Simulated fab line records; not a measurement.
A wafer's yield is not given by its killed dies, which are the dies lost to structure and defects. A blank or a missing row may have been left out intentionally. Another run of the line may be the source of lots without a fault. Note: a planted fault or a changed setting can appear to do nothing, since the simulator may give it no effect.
fab line records + flow sky130
[record]
- lots = 11
- wafers = 33
- last_day = 50
route steps=708 shown VIA1@478 VIA2@520 METAL3@534 CAPM@537
lots untouched by any fault: they come from a run of this same line in which no faults occurred
start_h: start of the lot's first displayed wafer, in hours after the record's first day + wait_h: how many hours have passed since the lot's step before this one + " as in the row above + L1.1+2: a row that stands for several wafers + - either no value or no given start + * or withheld: withheld + < > ~ a bound
route shown NAME@n: names a module that has steps shown in the file, with the first one's number in the route + usual: mean/standard deviation of fault-free wafers + same: alike in all rows + chamber/n: place in a boat + sites: readings site by site + _std_site: how widely they spread, as a standard deviation + _edge_site: the outer-site mean with the inner-site mean subtracted + radius_mm: for every site, how far away it sits from the centre of the wafer + mask NAME#n: copy n + behind: the last tool/chamber to shape the wafer + hold: cause of the lot's hold/its duration in hours/its outcome + device: whichever transistor did not switch (one of n, p or np) + end of line: tests of these same wafers at the route's end + a step without rows: its recipe alone + killed: not the wafer's yield, but the dies lost to structure and defects at the first sort + map: a wafer's dies, x killed, . not, _ none there
set.NAME: the run value of the setting; set.NAME@STEP: its run value at that earlier step + model.NAME: the simulator's own value behind a step, which no gauge read
route steps across a sampled set of lots; one table per step, one row per wafer
services: a tool's chamber out of use, with start hour (start_h, from the record's first day; less than 0 if before it), hours out, and reason
[[steps]]
[step SKY_VIA1_SPUTTER_20]
[recipe]
- material = TiN
- target_thk_nm = 20
- chamber_pressure_pa = 5
- power_w = 4000
- time_s = 80
[usual]
- throttle_valve_pct = 30.2/0.5
| lot.wafer | tool           | chamber | start_h | wait_h | throttle_valve_pct |
|-----------|----------------|---------|---------|--------|--------------------|
| L916.1    | pvd_sputter-03 | -       | 796.35  | 0.0    | 29.8               |
| L916.3    | "              | -       | "       | "      | 30.5               |
| L916.6    | "              | -       | "       | "      | 30.5               |
| L917.3    | pvd_sputter-03 | -       | 805.13  | 0.0    | 30.5               |
| L917.4    | "              | -       | "       | "      | 29.8               |
| L917.5    | "              | -       | "       | "      | 30.6               |
| L920.3    | pvd_sputter-01 | -       | 829.44  | 0.0    | 30.3               |
| L920.5    | "              | -       | "       | "      | 29.6               |
| L920.6    | "              | -       | "       | "      | 30.6               |
| L922.1    | pvd_sputter-01 | -       | 850.59  | 0.0    | 30.2               |
| L922.4    | "              | -       | "       | "      | 29.7               |
| L922.6    | "              | -       | "       | "      | 31.2               |
| L928.1    | pvd_sputter-03 | -       | 885.17  | 0.0    | 30.3               |
| L928.2    | "              | -       | "       | "      | 30.7               |
| L928.5    | "              | -       | "       | "      | 30.8               |
| L932.2    | pvd_sputter-03 | -       | 933.36  | 0.0    | 29.5               |
| L932.3    | "              | -       | "       | "      | 30.6               |
| L932.4    | "              | -       | "       | "      | 30.4               |
| L934.2    | pvd_sputter-02 | -       | 939.84  | 0.0    | 29.4               |
| L934.5    | "              | -       | "       | "      | 29.3               |
| L934.6    | "              | -       | "       | "      | 30.4               |
| L933.3    | pvd_sputter-01 | -       | 946.70  | 0.0    | 30.1               |
| L933.4    | "              | -       | "       | "      | 30.8               |
| L933.5    | "              | -       | "       | "      | 30.0               |
| L936.1    | pvd_sputter-01 | -       | 951.11  | 0.0    | 30.7               |
| L936.4    | "              | -       | "       | "      | 29.5               |
| L936.5    | "              | -       | "       | "      | 30.6               |
| L937.2    | pvd_sputter-02 | -       | 958.14  | 0.0    | 30.2               |
| L937.4    | "              | -       | "       | "      | 30.3               |
| L937.5    | "              | -       | "       | "      | 30.1               |
| L938.3    | pvd_sputter-03 | -       | 966.19  | 0.0    | 30.0               |
| L938.5    | "              | -       | "       | "      | 29.8               |
| L938.6    | "              | -       | "       | "      | 30.5               |
[step SKY_VIA2_OVL_MEAS_13]
[usual]
- VIA2_OVL = 3/5.5
| lot.wafer | tool       | chamber | start_h | wait_h | VIA2_OVL[nm] |
|-----------|------------|---------|---------|--------|--------------|
| L916.1    | overlay-01 | -       | 850.47  | 0.1    | -2           |
| L916.3    | "          | -       | "       | "      | -4           |
| L916.6    | "          | -       | "       | "      | -2           |
| L917.3    | overlay-02 | -       | 859.23  | 0.1    | 5            |
| L917.4    | "          | -       | "       | "      | -8           |
| L917.5    | "          | -       | "       | "      | -3           |
| L920.3    | overlay-01 | -       | 882.18  | 0.1    | 1            |
| L920.5    | "          | -       | "       | "      | 4            |
| L920.6    | "          | -       | "       | "      | 1            |
| L922.1    | overlay-02 | -       | 904.06  | 0.1    | 0            |
| L922.4    | "          | -       | "       | "      | 0            |
| L922.6    | "          | -       | "       | "      | -2           |
| L928.1    | overlay-02 | -       | 937.31  | 0.1    | -2           |
| L928.2    | "          | -       | "       | "      | -3           |
| L928.5    | "          | -       | "       | "      | -5           |
| L932.2    | overlay-02 | -       | 985.03  | 0.1    | -3           |
| L932.3    | "          | -       | "       | "      | -3           |
| L932.4    | "          | -       | "       | "      | -8           |
| L934.2    | overlay-01 | -       | 990.22  | 0.1    | 2            |
| L934.5    | "          | -       | "       | "      | 9            |
| L934.6    | "          | -       | "       | "      | 12           |
| L933.3    | overlay-01 | -       | 997.33  | 0.1    | 0            |
| L933.4    | "          | -       | "       | "      | 8            |
| L933.5    | "          | -       | "       | "      | 8            |
| L936.1    | overlay-02 | -       | 1000.41 | 0.1    | 9            |
| L936.4    | "          | -       | "       | "      | 6            |
| L936.5    | "          | -       | "       | "      | 4            |
| L937.2    | overlay-02 | -       | 1008.22 | 0.1    | -1           |
| L937.4    | "          | -       | "       | "      | 1            |
| L937.5    | "          | -       | "       | "      | 4            |
| L938.3    | overlay-01 | -       | 1015.88 | 0.1    | 2            |
| L938.5    | "          | -       | "       | "      | 7            |
| L938.6    | "          | -       | "       | "      | -1           |
[step SKY_METAL3_SPUTTER_02]
[recipe]
- material = AlCu
- target_thk_nm = 735
- power_w = 10600
- time_s = 39.1
- chamber_pressure_pa = 0.4
[usual]
- throttle_valve_pct = 30.1/0.63
| lot.wafer | tool           | chamber | start_h | wait_h | throttle_valve_pct |
|-----------|----------------|---------|---------|--------|--------------------|
| L916.1    | pvd_sputter-04 | -       | 852.07  | 0.0    | 29.4               |
| L916.3    | "              | -       | "       | "      | 29.7               |
| L916.6    | "              | -       | "       | "      | 31.0               |
| L917.3    | pvd_sputter-04 | -       | 860.76  | 0.0    | 31.1               |
| L917.4    | "              | -       | "       | "      | 29.3               |
| L917.5    | "              | -       | "       | "      | 29.9               |
| L920.3    | pvd_sputter-04 | -       | 883.63  | 0.0    | 29.7               |
| L920.5    | "              | -       | "       | "      | 29.7               |
| L920.6    | "              | -       | "       | "      | 28.9               |
| L922.1    | pvd_sputter-02 | -       | 905.58  | 0.0    | 30.6               |
| L922.4    | "              | -       | "       | "      | 30.5               |
| L922.6    | "              | -       | "       | "      | 30.1               |
| L928.1    | pvd_sputter-01 | -       | 938.77  | 0.0    | 30.1               |
| L928.2    | "              | -       | "       | "      | 30.4               |
| L928.5    | "              | -       | "       | "      | 31.1               |
| L932.2    | pvd_sputter-01 | -       | 986.53  | 0.0    | 30.8               |
| L932.3    | "              | -       | "       | "      | 29.6               |
| L932.4    | "              | -       | "       | "      | 30.1               |
| L934.2    | pvd_sputter-01 | -       | 991.77  | 0.0    | 30.3               |
| L934.5    | "              | -       | "       | "      | 29.7               |
| L934.6    | "              | -       | "       | "      | 30.9               |
| L933.3    | pvd_sputter-01 | -       | 998.77  | 0.0    | 30.0               |
| L933.4    | "              | -       | "       | "      | 29.5               |
| L933.5    | "              | -       | "       | "      | 30.3               |
| L936.1    | pvd_sputter-01 | -       | 1001.87 | 0.0    | 29.8               |
| L936.4    | "              | -       | "       | "      | 30.9               |
| L936.5    | "              | -       | "       | "      | 29.7               |
| L937.2    | pvd_sputter-01 | -       | 1010.01 | 0.0    | 30.9               |
| L937.4    | "              | -       | "       | "      | 29.7               |
| L937.5    | "              | -       | "       | "      | 31.0               |
| L938.3    | pvd_sputter-01 | -       | 1017.32 | 0.0    | 30.1               |
| L938.5    | "              | -       | "       | "      | 29.6               |
| L938.6    | "              | -       | "       | "      | 30.1               |
[step SKY_CAPM_CVD_00]
[recipe]
- material = SiO2
- target_thk_nm = 15.5
- temp_c = 400
- time_s = withheld
- rf_w = 450
[usual]
- heater_power_w = 703/81
| lot.wafer | tool     | chamber | start_h | wait_h | heater_power_w |
|-----------|----------|---------|---------|--------|----------------|
| L916.1    | pecvd-03 | 2       | 852.18  | 0.0    | 805            |
| L916.3    | "        | 1       | "       | "      | 694            |
| L916.6    | "        | 1       | "       | "      | 706            |
| L917.3    | pecvd-04 | 2       | 860.86  | 0.0    | 704            |
| L917.4    | "        | 1       | "       | "      | 809            |
| L917.5    | "        | 2       | "       | "      | 720            |
| L920.3    | pecvd-04 | 1       | 883.74  | 0.0    | 833            |
| L920.5    | "        | 2       | "       | "      | 650            |
| L920.6    | "        | 1       | "       | "      | 842            |
| L922.1    | pecvd-02 | 0       | 905.68  | 0.0    | 702            |
| L922.4    | "        | 1       | "       | "      | 616            |
| L922.6    | "        | 0       | "       | "      | 705            |
| L928.1    | pecvd-04 | 1       | 938.87  | 0.0    | 848            |
| L928.2    | "        | 0       | "       | "      | 523            |
| L928.5    | "        | 1       | "       | "      | 826            |
| L932.2    | pecvd-04 | 0       | 986.63  | 0.0    | 630            |
| L932.3    | "        | 2       | "       | "      | 788            |
| L932.4    | "        | 0       | "       | "      | 630            |
| L934.2    | pecvd-02 | 2       | 991.88  | 0.0    | 857            |
| L934.5    | "        | 2       | "       | "      | 846            |
| L934.6    | "        | 0       | "       | "      | 681            |
| L933.3    | pecvd-04 | 1       | 998.87  | 0.0    | 806            |
| L933.4    | "        | 0       | "       | "      | 603            |
| L933.5    | "        | 2       | "       | "      | 696            |
| L936.1    | pecvd-03 | 0       | 1001.97 | 0.0    | 705            |
| L936.4    | "        | 2       | "       | "      | 729            |
| L936.5    | "        | 1       | "       | "      | 613            |
| L937.2    | pecvd-03 | 1       | 1010.12 | 0.0    | 681            |
| L937.4    | "        | 0       | "       | "      | 690            |
| L937.5    | "        | 1       | "       | "      | 668            |
| L938.3    | pecvd-03 | 1       | 1017.44 | 0.0    | 703            |
| L938.5    | "        | 1       | "       | "      | 681            |
| L938.6    | "        | 0       | "       | "      | 768            |
[step SKY_CAPM_THK_MEAS_01]
[recipe]
- reads = SiO2_of_CAPM_CVD_00
[usual]
- CAPM_CVD_00_THK = 15.60/0.25
| lot.wafer | tool          | chamber | start_h | wait_h | hold                     | CAPM_CVD_00_THK[nm] |
|-----------|---------------|---------|---------|--------|--------------------------|---------------------|
| L916.1    | film_metro-02 | -       | 852.20  | -      | -                        | 15.49               |
| L916.3    | "             | -       | "       | "      | -                        | 15.85               |
| L916.6    | "             | -       | "       | "      | -                        | 15.89               |
| L917.3    | film_metro-02 | -       | 860.90  | -      | -                        | 15.33               |
| L917.4    | "             | -       | "       | "      | -                        | 15.61               |
| L917.5    | "             | -       | "       | "      | -                        | 15.80               |
| L920.3    | film_metro-02 | -       | 883.78  | -      | -                        | 15.21               |
| L920.5    | "             | -       | "       | "      | -                        | 15.61               |
| L920.6    | "             | -       | "       | "      | -                        | 15.45               |
| L922.1    | film_metro-01 | -       | 905.70  | -      | -                        | 15.29               |
| L922.4    | "             | -       | "       | "      | -                        | 15.78               |
| L922.6    | "             | -       | "       | "      | -                        | 15.88               |
| L928.1    | film_metro-04 | -       | 938.89  | -      | -                        | 15.27               |
| L928.2    | "             | -       | "       | "      | -                        | 15.42               |
| L928.5    | "             | -       | "       | "      | -                        | 15.39               |
| L932.2    | film_metro-04 | -       | 986.67  | -      | await_dispo/0.2h/release | 17.07               |
| L932.3    | "             | -       | "       | "      | await_dispo/0.2h/release | 16.96               |
| L932.4    | "             | -       | "       | "      | await_dispo/0.2h/release | 17.28               |
| L932.2    | film_metro-04 | -       | 986.89  | 0.2    | -                        | 16.99               |
| L932.3    | "             | -       | "       | "      | -                        | 16.89               |
| L932.4    | "             | -       | "       | "      | -                        | 17.26               |
| L934.2    | film_metro-04 | -       | 991.91  | -      | -                        | 15.52               |
| L934.5    | "             | -       | "       | "      | -                        | 15.87               |
| L934.6    | "             | -       | "       | "      | -                        | 15.82               |
| L933.3    | film_metro-02 | -       | 998.91  | -      | await_dispo/0.2h/release | 16.82               |
| L933.4    | "             | -       | "       | "      | await_dispo/0.2h/release | 17.42               |
| L933.5    | "             | -       | "       | "      | await_dispo/0.2h/release | 16.85               |
| L933.3    | film_metro-02 | -       | 999.14  | 0.2    | -                        | 16.85               |
| L933.4    | "             | -       | "       | "      | -                        | 17.43               |
| L933.5    | "             | -       | "       | "      | -                        | 16.90               |
| L936.1    | film_metro-04 | -       | 1001.99 | -      | -                        | 15.85               |
| L936.4    | "             | -       | "       | "      | -                        | 15.75               |
| L936.5    | "             | -       | "       | "      | -                        | 15.69               |
| L937.2    | film_metro-01 | -       | 1010.16 | -      | -                        | 15.60               |
| L937.4    | "             | -       | "       | "      | -                        | 16.02               |
| L937.5    | "             | -       | "       | "      | -                        | 15.66               |
| L938.3    | film_metro-02 | -       | 1017.48 | -      | -                        | 15.51               |
| L938.5    | "             | -       | "       | "      | -                        | 15.60               |
| L938.6    | "             | -       | "       | "      | -                        | 15.70               |
[step SKY_METAL3_ETCH_17]
[recipe]
- target = SiO2
- stop_on = TiN
- chemistry = C4F8/O2/Ar
- source_w = 1500
- bias_w = 1200
- pressure_mtorr = 40
- c4f8_flow_sccm = withheld
- O2_flow_sccm = 6
- Ar_flow_sccm = 300
- time_s = 3.9
- target_depth_a = 150
[usual]
- bias_w = 1200/3.2
- oes_product_au = 0.757/0.0075
| lot.wafer | tool        | chamber | start_h | wait_h | bias_w | oes_product_au | rf_hours_counter_h |
|-----------|-------------|---------|---------|--------|--------|----------------|--------------------|
| L916.1    | rie_diel-04 | 0       | 905.19  | 0.1    | 1201   | 0.757          | 10                 |
| L916.3    | "           | 3       | "       | "      | 1201   | 0.765          | 14                 |
| L916.6    | "           | 1       | "       | "      | 1194   | 0.771          | -                  |
| L917.3    | rie_diel-02 | 3       | 912.04  | 0.0    | 1192   | 0.747          | 25                 |
| L917.4    | "           | 2       | "       | "      | 1201   | 0.763          | 25                 |
| L917.5    | "           | 1       | "       | "      | 1199   | 0.760          | -                  |
| L920.3    | rie_diel-02 | 2       | 935.44  | 0.0    | 1199   | 0.741          | 26                 |
| L920.5    | "           | 0       | "       | "      | 1199   | 0.755          | -                  |
| L920.6    | "           | 2       | "       | "      | 1201   | 0.755          | -                  |
| L922.1    | rie_diel-02 | 2       | 955.62  | 0.1    | 1202   | 0.759          | 27                 |
| L922.4    | "           | 0       | "       | "      | 1203   | 0.759          | 27                 |
| L922.6    | "           | 0       | "       | "      | 1202   | 0.759          | -                  |
| L928.1    | rie_diel-04 | 0       | 988.02  | 0.1    | 1198   | 0.742          | 12                 |
| L928.2    | "           | 1       | "       | "      | 1197   | 0.759          | 15                 |
| L928.5    | "           | 0       | "       | "      | 1202   | 0.749          | -                  |
| L932.2    | rie_diel-02 | 1       | 1033.99 | 0.1    | 1201   | 0.796          | 22                 |
| L932.3    | "           | 3       | "       | "      | 1202   | 0.784          | 30                 |
| L932.4    | "           | 1       | "       | "      | 1201   | 0.795          | -                  |
| L934.2    | rie_diel-01 | 1       | 1037.79 | 0.1    | 1197   | 0.755          | 22                 |
| L934.5    | "           | 3       | "       | "      | 1205   | 0.761          | -                  |
| L934.6    | "           | 0       | "       | "      | 1203   | 0.759          | -                  |
| L933.3    | rie_diel-01 | 3       | 1043.89 | 0.0    | 1203   | 0.785          | 14                 |
| L933.4    | "           | 2       | "       | "      | 1199   | 0.802          | 16                 |
| L933.5    | "           | 0       | "       | "      | 1200   | 0.784          | -                  |
| L936.1    | rie_diel-02 | 1       | 1047.02 | 0.1    | 1200   | 0.759          | 22                 |
| L936.4    | "           | 2       | "       | "      | 1200   | 0.754          | 30                 |
| L936.5    | "           | 0       | "       | "      | 1197   | 0.759          | -                  |
| L937.2    | rie_diel-01 | 0       | 1055.88 | 0.1    | 1197   | 0.761          | 8                  |
| L937.4    | "           | 2       | "       | "      | 1203   | 0.768          | 16                 |
| L937.5    | "           | 1       | "       | "      | 1202   | 0.750          | -                  |
| L938.3    | rie_diel-01 | 2       | 1061.64 | 0.0    | 1204   | 0.755          | 16                 |
| L938.5    | "           | 2       | "       | "      | 1205   | 0.761          | -                  |
| L938.6    | "           | 3       | "       | "      | 1205   | 0.760          | -                  |
[[services]]
| tool           | chamber | start_h | hours | kind   |
|----------------|---------|---------|-------|--------|
| rie_diel-02    | -       | 774.47  | 4.3   | pm     |
| rie_diel-02    | -       | 780.49  | 1.0   | repair |
| rie_diel-01    | 2       | 796.24  | 8.3   | repair |
| rie_diel-02    | 3       | 814.48  | 7.2   | repair |
| rie_diel-01    | -       | 814.56  | 0.9   | repair |
| rie_diel-04    | 2       | 821.85  | 2.5   | repair |
| pecvd-04       | -       | 822.62  | 3.1   | repair |
| pecvd-04       | 0       | 842.62  | 3.6   | repair |
| pvd_sputter-02 | -       | 842.70  | 1.3   | repair |
| pecvd-04       | -       | 845.55  | 14.6  | pm     |
| pecvd-04       | -       | 866.32  | 2.8   | pm     |
| rie_diel-02    | -       | 884.57  | 0.9   | repair |
| pvd_sputter-01 | -       | 887.25  | 4.3   | repair |
| rie_diel-04    | -       | 922.30  | 14.4  | repair |
| rie_diel-02    | 1       | 927.61  | 12.6  | repair |
| pecvd-03       | -       | 928.16  | 15.5  | repair |
| pvd_sputter-04 | -       | 980.05  | 17.3  | repair |
| rie_diel-02    | 0       | 980.70  | 2.6   | repair |
| rie_diel-01    | 1       | 991.54  | 3.7   | repair |
| pecvd-04       | -       | 991.86  | 0.5   | repair |
| pecvd-03       | 2       | 1013.44 | 9.0   | repair |
| pecvd-04       | -       | 1016.38 | 0.7   | repair |
| pecvd-04       | -       | 1021.32 | 4.3   | pm     |
| rie_diel-02    | 2       | 1032.95 | 7.5   | repair |
[[key]]
[first_sign]
- step = SKY_CAPM_THK_MEAS_01
- reading = visit
- direction = added
[effect]
- step = SKY_CAPM_THK_MEAS_01
- reading = CAPM_CVD_00_THK
- direction = up
- sigmas = 5.9
- usual = 15.60
- struck = 17.06
[effect]
- step = SKY_METAL3_ETCH_17
- reading = oes_product_au
- direction = up
- sigmas = 4.6
- usual = 0.757
- struck = 0.791
met_at SKY_CAPM_CVD_00
struck_lots L932,L933
not_acting_at SKY_VIA1_SPUTTER_20,SKY_VIA2_OVL_MEAS_13,SKY_METAL3_SPUTTER_02
onset_between 938.87 986.63
[fault]
- kind = process_parameter_drift
- tool = pecvd-04
- chamber = -
- onset_h = 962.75
- steps = SKY_CAPM_CVD_00
- channel = time_s
- offset = withheld
- shape = step
- end_h = 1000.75
- acts_in = *
